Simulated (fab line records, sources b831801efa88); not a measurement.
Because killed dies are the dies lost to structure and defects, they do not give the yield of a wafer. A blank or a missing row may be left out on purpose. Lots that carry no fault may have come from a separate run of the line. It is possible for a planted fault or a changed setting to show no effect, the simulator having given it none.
Chamber matching :: flow gf180mcu :: GF_V2_CVD_02 on pecvd-03 has 3 sister chambers
The step deposits SiO2 from TEOS, target thk 850 nm, time 94.851 s. 3 wafers are shown with their chamber, then 8 later ones without.

== WAFERS, EACH WITH ITS CHAMBER ==
wafer: L623.5
chamber: 1
heater_power_w (W): 624

wafer: L624.4
chamber: 0
heater_power_w (W): 683

wafer: L625.2
chamber: 2
heater_power_w (W): 738

== WAFERS MISSING THEIR CHAMBER ==
wafer: L625.3
heater_power_w (W): 633

wafer: L625.6
heater_power_w (W): 734

wafer: L627.2
heater_power_w (W): 664

wafer: L627.3
heater_power_w (W): 773

wafer: L627.5
heater_power_w (W): 633

wafer: L630.1
heater_power_w (W): 786

wafer: L630.3
heater_power_w (W): 620

wafer: L630.6
heater_power_w (W): 713

== CHAMBER TAKEN BY EACH ==
wafer: L625.3
from the rows above: can't be placed: 1 or 0
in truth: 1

wafer: L625.6
from the rows above: can't be placed: 2 or 0
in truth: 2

wafer: L627.2
from the rows above: can't be placed: 0 or 1
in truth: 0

wafer: L627.3
from the rows above: 2
in truth: 2

wafer: L627.5
from the rows above: can't be placed: 1 or 0
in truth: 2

wafer: L630.1
from the rows above: 2
in truth: 2

wafer: L630.3
from the rows above: 1
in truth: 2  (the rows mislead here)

wafer: L630.6
from the rows above: can't be placed: 2 or 0
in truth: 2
Correct placement for 2 of the 8. Not placeable from these rows: 5 (in 4, the candidates include the true chamber). Number placed wrongly: 1.
How it was worked out, from the rows above alone: a wafer's distance from a chamber is the root of the sum, over the readings, of the square of ((its reading less the chamber's mean) divided by the reading's scatter). If the next closest chamber is less than 2 further off than the closest, the wafer can't be placed; otherwise it belongs to the closest. For every chamber, the mean is computed from those of its wafers that are shown. The scatter: with one shown wafer a chamber, the root of the mean of the squares of how far each hidden wafer lies from its nearest shown one.
